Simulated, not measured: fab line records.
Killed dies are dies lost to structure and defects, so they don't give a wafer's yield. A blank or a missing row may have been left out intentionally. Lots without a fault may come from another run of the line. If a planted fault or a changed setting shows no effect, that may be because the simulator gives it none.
Which tool is to blame? || flow gf180mcu || 24 lots, 72 wafers sampled, at 4 steps of a route of 602

## WHAT EACH GAUGE READ, for each wafer
GF_DNWELL_TW_MEAS_09.
{"lot": "L074", "measured": "day 2 21:55", "on": "filmMetro-01", "DNWELL_TW": "1342 1336 1343"}
{"lot": "L075", "measured": "day 3 01:29", "on": "filmMetro-04", "DNWELL_TW": "1381 1368 1365"}
{"lot": "L076", "measured": "day 3 05:05", "on": "filmMetro-03", "DNWELL_TW": "1343 1345 1343"}
{"lot": "L077", "measured": "day 3 10:26", "on": "filmMetro-01", "DNWELL_TW": "1331 1332 1333"}
{"lot": "L078", "measured": "day 3 16:48", "on": "filmMetro-03", "DNWELL_TW": "1327 1329 1329"}
{"lot": "L079", "measured": "day 3 21:45", "on": "filmMetro-01", "DNWELL_TW": "1345 1348 1348"}
{"lot": "L080", "measured": "day 4 02:47", "on": "filmMetro-01", "DNWELL_TW": "1340 1343 1346"}
{"lot": "L081", "measured": "day 4 09:25", "on": "filmMetro-01", "DNWELL_TW": "1329 1341 1341"}
{"lot": "L082", "measured": "day 4 13:52", "on": "filmMetro-04", "DNWELL_TW": "1347 1351 1353"}
{"lot": "L083", "measured": "day 4 20:04", "on": "filmMetro-01", "DNWELL_TW": "1339 1330 1335"}
{"lot": "L084", "measured": "day 4 23:40", "on": "filmMetro-03", "DNWELL_TW": "1332 1330 1341"}
{"lot": "L085", "measured": "day 5 05:35", "on": "filmMetro-04", "DNWELL_TW": "1345 1345 1337"}
{"lot": "L086", "measured": "day 5 11:08", "on": "filmMetro-03", "DNWELL_TW": "1334 1327 1333"}
{"lot": "L087", "measured": "day 5 15:58", "on": "filmMetro-04", "DNWELL_TW": "1343 1350 1350"}
{"lot": "L088", "measured": "day 5 21:32", "on": "filmMetro-04", "DNWELL_TW": "1348 1350 1352"}
{"lot": "L089", "measured": "day 6 02:44", "on": "filmMetro-03", "DNWELL_TW": "1345 1334 1337"}
{"lot": "L090", "measured": "day 6 08:16", "on": "filmMetro-03", "DNWELL_TW": "1344 1336 1347"}
{"lot": "L091", "measured": "day 6 13:34", "on": "filmMetro-01", "DNWELL_TW": "1362 1354 1361"}
{"lot": "L092", "measured": "day 6 18:04", "on": "filmMetro-01", "DNWELL_TW": "1345 1344 1353"}
{"lot": "L093", "measured": "day 6 23:25", "on": "filmMetro-03", "DNWELL_TW": "1344 1330 1337"}
{"lot": "L094", "measured": "day 7 05:19", "on": "filmMetro-01", "DNWELL_TW": "1329 1328 1328"}
{"lot": "L095", "measured": "day 7 11:24", "on": "filmMetro-03", "DNWELL_TW": "1335 1332 1330"}
{"lot": "L096", "measured": "day 7 16:13", "on": "filmMetro-01", "DNWELL_TW": "1336 1333 1331"}
{"lot": "L097", "measured": "day 7 20:26", "on": "filmMetro-01", "DNWELL_TW": "1345 1342 1343"}

GF_PSD_RS_MEAS_14: a four-point-probe measurement.
{"lot": "L074", "measured": "day 14 08:58", "on": "filmMetro-03", "NSD_RS (ohm/sq)": "46.07 46.15 46.15"}
{"lot": "L075", "measured": "day 14 13:20", "on": "filmMetro-03", "NSD_RS (ohm/sq)": "46.10 46.16 46.11"}
{"lot": "L076", "measured": "day 14 23:07", "on": "filmMetro-03", "NSD_RS (ohm/sq)": "46.17 46.16 46.17"}
{"lot": "L077", "measured": "day 15 08:14", "on": "filmMetro-03", "NSD_RS (ohm/sq)": "46.08 46.11 46.17"}
{"lot": "L078", "measured": "day 15 14:06", "on": "filmMetro-01", "NSD_RS (ohm/sq)": "46.14 46.07 46.09"}
{"lot": "L079", "measured": "day 16 00:43", "on": "filmMetro-01", "NSD_RS (ohm/sq)": "46.12 46.21 46.25"}
{"lot": "L080", "measured": "day 16 13:50", "on": "filmMetro-02", "NSD_RS (ohm/sq)": "46.18 46.16 46.08"}
{"lot": "L081", "measured": "day 17 00:18", "on": "filmMetro-02", "NSD_RS (ohm/sq)": "46.18 46.13 46.17"}
{"lot": "L082", "measured": "day 17 08:10", "on": "filmMetro-01", "NSD_RS (ohm/sq)": "45.97 46.14 46.00"}
{"lot": "L083", "measured": "day 17 04:50", "on": "filmMetro-03", "NSD_RS (ohm/sq)": "46.17 46.15 46.23"}
{"lot": "L084", "measured": "day 17 19:25", "on": "filmMetro-01", "NSD_RS (ohm/sq)": "46.05 46.08 46.18"}
{"lot": "L085", "measured": "day 18 10:20", "on": "filmMetro-03", "NSD_RS (ohm/sq)": "46.05 45.94 46.12"}
{"lot": "L086", "measured": "day 18 20:17", "on": "filmMetro-03", "NSD_RS (ohm/sq)": "46.09 46.08 45.97"}
{"lot": "L087", "measured": "day 19 05:42", "on": "filmMetro-02", "NSD_RS (ohm/sq)": "46.09 46.10 46.08"}
{"lot": "L088", "measured": "day 19 02:38", "on": "filmMetro-03", "NSD_RS (ohm/sq)": "45.94 45.99 46.20"}
{"lot": "L089", "measured": "day 19 18:52", "on": "filmMetro-03", "NSD_RS (ohm/sq)": "46.15 46.06 45.91"}
{"lot": "L090", "measured": "day 19 19:31", "on": "filmMetro-01", "NSD_RS (ohm/sq)": "46.05 46.18 46.16"}
{"lot": "L091", "measured": "day 20 06:45", "on": "filmMetro-02", "NSD_RS (ohm/sq)": "46.10 46.15 46.03"}
{"lot": "L092", "measured": "day 20 16:49", "on": "filmMetro-02", "NSD_RS (ohm/sq)": "46.24 46.17 46.03"}
{"lot": "L093", "measured": "day 21 00:58", "on": "filmMetro-01", "NSD_RS (ohm/sq)": "46.04 46.06 46.03"}
{"lot": "L094", "measured": "day 21 10:51", "on": "filmMetro-02", "NSD_RS (ohm/sq)": "46.01 46.10 46.06"}
{"lot": "L095", "measured": "day 21 15:58", "on": "filmMetro-01", "NSD_RS (ohm/sq)": "46.05 45.99 46.15"}
{"lot": "L096", "measured": "day 21 22:01", "on": "filmMetro-02", "NSD_RS (ohm/sq)": "46.09 46.11 46.06"}
{"lot": "L097", "measured": "day 22 05:04", "on": "filmMetro-02", "NSD_RS (ohm/sq)": "46.13 46.21 46.15"}

GF_M3_THK_MEAS_06: measures by xrf.
{"lot": "L074", "measured": "day 20 11:49", "on": "filmMetro-01", "M3_ALCU_THK (nm)": "445 453 450"}
{"lot": "L075", "measured": "day 20 16:04", "on": "filmMetro-02", "M3_ALCU_THK (nm)": "445 443 444"}
{"lot": "L076", "measured": "day 21 02:17", "on": "filmMetro-02", "M3_ALCU_THK (nm)": "460 453 452"}
{"lot": "L077", "measured": "day 21 13:20", "on": "filmMetro-03", "M3_ALCU_THK (nm)": "442 447 448"}
{"lot": "L078", "measured": "day 21 21:49", "on": "filmMetro-03", "M3_ALCU_THK (nm)": "446 449 451"}
{"lot": "L079", "measured": "day 22 06:52", "on": "filmMetro-01", "M3_ALCU_THK (nm)": "448 451 450"}
{"lot": "L080", "measured": "day 23 04:03", "on": "filmMetro-01", "M3_ALCU_THK (nm)": "458 460 459"}
{"lot": "L081", "measured": "day 23 08:05", "on": "filmMetro-01", "M3_ALCU_THK (nm)": "449 454 455"}
{"lot": "L082", "measured": "day 23 14:52", "on": "filmMetro-01", "M3_ALCU_THK (nm)": "449 453 447"}
{"lot": "L083", "measured": "day 23 10:29", "on": "filmMetro-03", "M3_ALCU_THK (nm)": "445 437 443"}
{"lot": "L084", "measured": "day 24 05:12", "on": "filmMetro-01", "M3_ALCU_THK (nm)": "448 451 445"}
{"lot": "L085", "measured": "day 25 01:16", "on": "filmMetro-01", "M3_ALCU_THK (nm)": "454 454 453"}
{"lot": "L086", "measured": "day 25 04:30", "on": "filmMetro-01", "M3_ALCU_THK (nm)": "454 451 454"}
{"lot": "L087", "measured": "day 25 09:23", "on": "filmMetro-03", "M3_ALCU_THK (nm)": "452 453 449"}
{"lot": "L088", "measured": "day 25 06:49", "on": "filmMetro-02", "M3_ALCU_THK (nm)": "453 450 452"}
{"lot": "L089", "measured": "day 26 02:52", "on": "filmMetro-02", "M3_ALCU_THK (nm)": "447 447 447"}
{"lot": "L090", "measured": "day 26 02:56", "on": "filmMetro-03", "M3_ALCU_THK (nm)": "448 445 449"}
{"lot": "L091", "measured": "day 26 07:55", "on": "filmMetro-01", "M3_ALCU_THK (nm)": "453 454 451"}
{"lot": "L092", "measured": "day 27 00:22", "on": "filmMetro-01", "M3_ALCU_THK (nm)": "448 449 448"}
{"lot": "L093", "measured": "day 27 02:00", "on": "filmMetro-03", "M3_ALCU_THK (nm)": "440 444 438"}
{"lot": "L094", "measured": "day 27 06:37", "on": "filmMetro-01", "M3_ALCU_THK (nm)": "447 448 446"}
{"lot": "L095", "measured": "day 27 18:19", "on": "filmMetro-01", "M3_ALCU_THK (nm)": "449 442 448"}
{"lot": "L096", "measured": "day 27 21:55", "on": "filmMetro-03", "M3_ALCU_THK (nm)": "450 447 451"}
{"lot": "L097", "measured": "day 27 23:59", "on": "filmMetro-03", "M3_ALCU_THK (nm)": "442 448 449"}

## WHAT TOOL EACH LOT RAN ON (gives the tool, then ch and the chambers of the sampled wafers, and finally the start)
{"lot": "L074", "GF_V2_CMP_26": "cmp-01 ch 0,1,2, day 20 11:10"}
{"lot": "L075", "GF_V2_CMP_26": "cmp-02 ch 1,2, day 20 15:28"}
{"lot": "L076", "GF_V2_CMP_26": "cmp-01 ch 0,1,3, day 21 01:43"}
{"lot": "L077", "GF_V2_CMP_26": "cmp-02 ch 0,1,2, day 21 12:50"}
{"lot": "L078", "GF_V2_CMP_26": "cmp-02 ch 0,1, day 21 21:14"}
{"lot": "L079", "GF_V2_CMP_26": "cmp-01 ch 1,2, day 22 06:16"}
{"lot": "L080", "GF_V2_CMP_26": "cmp-02 ch 0,2,3, day 23 03:29"}
{"lot": "L081", "GF_V2_CMP_26": "cmp-02 ch 0,1,3, day 23 07:30"}
{"lot": "L082", "GF_V2_CMP_26": "cmp-02 ch 0,2,3, day 23 14:19"}
{"lot": "L083", "GF_V2_CMP_26": "cmp-01 ch 0,1,2, day 23 09:52"}
{"lot": "L084", "GF_V2_CMP_26": "cmp-01 ch 2,3, day 24 04:33"}
{"lot": "L085", "GF_V2_CMP_26": "cmp-02 ch 0,1,3, day 25 00:43"}
{"lot": "L086", "GF_V2_CMP_26": "cmp-01 ch 1,2, day 25 03:51"}
{"lot": "L087", "GF_V2_CMP_26": "cmp-01 ch 0,1,3, day 25 08:45"}
{"lot": "L088", "GF_V2_CMP_26": "cmp-02 ch 1,2,3, day 25 06:16"}
{"lot": "L089", "GF_V2_CMP_26": "cmp-01 ch 1,3, day 26 02:16"}
{"lot": "L090", "GF_V2_CMP_26": "cmp-02 ch 0,3, day 26 02:20"}
{"lot": "L091", "GF_V2_CMP_26": "cmp-01 ch 0,1,2, day 26 07:16"}
{"lot": "L092", "GF_V2_CMP_26": "cmp-01 ch 0,1, day 26 23:46"}
{"lot": "L093", "GF_V2_CMP_26": "cmp-02 ch 0,1,3, day 27 01:28"}
{"lot": "L094", "GF_V2_CMP_26": "cmp-02 ch 0,1,2, day 27 06:04"}
{"lot": "L095", "GF_V2_CMP_26": "cmp-02 ch 1,2,3, day 27 17:47"}
{"lot": "L096", "GF_V2_CMP_26": "cmp-01 ch 0,1,2, day 27 21:22"}
{"lot": "L097", "GF_V2_CMP_26": "cmp-02 ch 0,3, day 27 23:18"}
- GF_V2_CMP_26: polishes, stops on SiO2, t overpolish 15 s, target thk 0 nm.

## WHAT THE TOOLS THEMSELVES READ (means of the sampled wafers that have a number; where no wafer has one, the mark that the record gives instead)
GF_V2_CMP_26.
{"lot": "L074", "tool": "cmp-01", "motorCurrentA (A)": 10.5, "overpolishRunS (s)": 14.999, "timeToEndpointS (s)": 82}
{"lot": "L075", "tool": "cmp-02", "motorCurrentA (A)": 10.6, "overpolishRunS (s)": 14.997, "timeToEndpointS (s)": 80}
{"lot": "L076", "tool": "cmp-01", "motorCurrentA (A)": 11.4, "overpolishRunS (s)": 14.998, "timeToEndpointS (s)": 83}
{"lot": "L077", "tool": "cmp-02", "motorCurrentA (A)": 10.6, "overpolishRunS (s)": 15.007, "timeToEndpointS (s)": 87}
{"lot": "L078", "tool": "cmp-02", "motorCurrentA (A)": 10.7, "overpolishRunS (s)": 14.999, "timeToEndpointS (s)": 86}
{"lot": "L079", "tool": "cmp-01", "motorCurrentA (A)": 11.7, "overpolishRunS (s)": 14.991, "timeToEndpointS (s)": 84}
{"lot": "L080", "tool": "cmp-02", "motorCurrentA (A)": 10.8, "overpolishRunS (s)": 14.993, "timeToEndpointS (s)": 81}
{"lot": "L081", "tool": "cmp-02", "motorCurrentA (A)": 11.0, "overpolishRunS (s)": 14.995, "timeToEndpointS (s)": 85}
{"lot": "L082", "tool": "cmp-02", "motorCurrentA (A)": 10.7, "overpolishRunS (s)": 15.004, "timeToEndpointS (s)": 88}
{"lot": "L083", "tool": "cmp-01", "motorCurrentA (A)": 10.8, "overpolishRunS (s)": 14.998, "timeToEndpointS (s)": 87}
{"lot": "L084", "tool": "cmp-01", "motorCurrentA (A)": 11.5, "overpolishRunS (s)": 15.005, "timeToEndpointS (s)": 86}
{"lot": "L085", "tool": "cmp-02", "motorCurrentA (A)": 10.7, "overpolishRunS (s)": 14.994, "timeToEndpointS (s)": 93}
{"lot": "L086", "tool": "cmp-01", "motorCurrentA (A)": 10.9, "overpolishRunS (s)": 14.994, "timeToEndpointS (s)": 88}
{"lot": "L087", "tool": "cmp-01", "motorCurrentA (A)": 11.1, "overpolishRunS (s)": 14.998, "timeToEndpointS (s)": 84}
{"lot": "L088", "tool": "cmp-02", "motorCurrentA (A)": 10.6, "overpolishRunS (s)": 14.997, "timeToEndpointS (s)": 81}
{"lot": "L089", "tool": "cmp-01", "motorCurrentA (A)": 12.3, "overpolishRunS (s)": 14.997, "timeToEndpointS (s)": 83}
{"lot": "L090", "tool": "cmp-02", "motorCurrentA (A)": 10.8, "overpolishRunS (s)": 14.995, "timeToEndpointS (s)": 86}
{"lot": "L091", "tool": "cmp-01", "motorCurrentA (A)": 10.9, "overpolishRunS (s)": 14.995, "timeToEndpointS (s)": 86}
{"lot": "L092", "tool": "cmp-01", "motorCurrentA (A)": 11.5, "overpolishRunS (s)": 15.001, "timeToEndpointS (s)": 90}
{"lot": "L093", "tool": "cmp-02", "motorCurrentA (A)": 11.0, "overpolishRunS (s)": 14.998, "timeToEndpointS (s)": 87}
{"lot": "L094", "tool": "cmp-02", "motorCurrentA (A)": 10.8, "overpolishRunS (s)": 15.001, "timeToEndpointS (s)": 86}
{"lot": "L095", "tool": "cmp-02", "motorCurrentA (A)": 10.6, "overpolishRunS (s)": 15.010, "timeToEndpointS (s)": 88}
{"lot": "L096", "tool": "cmp-01", "motorCurrentA (A)": 10.9, "overpolishRunS (s)": 15.000, "timeToEndpointS (s)": 86}
{"lot": "L097", "tool": "cmp-02", "motorCurrentA (A)": 10.5, "overpolishRunS (s)": 15.003, "timeToEndpointS (s)": 87}

## THE ANSWER, worked out from the rows above alone
Rule: the lots themselves supply what counts as usual. Put in order of their means at a reading, lots are off if they are a third of the lots or fewer, leave a main group of 4 or more, and stand apart from it by a gap of 3 or more times the standard deviation of the main group's means; of several such gaps the widest counts. The tables above print the reading to a certain number of digits; a main group whose means all agree to those digits is not used. Also off: a lot with no number at a reading for which 4 or more lots have one. Where the step has rows for the other lots, those lots are counted as sound. The gauges are gone through in route order, then the tools' own readings, and for those a lot's mean is taken as printed above. The first step at which some lot is off is used, and at that step the reading that is off furthest; a lot without a number counts as furthest.
No lot is off at any reading shown: from this, nothing can be told.

## WHAT WAS PUT IN BY THE SIMULATOR
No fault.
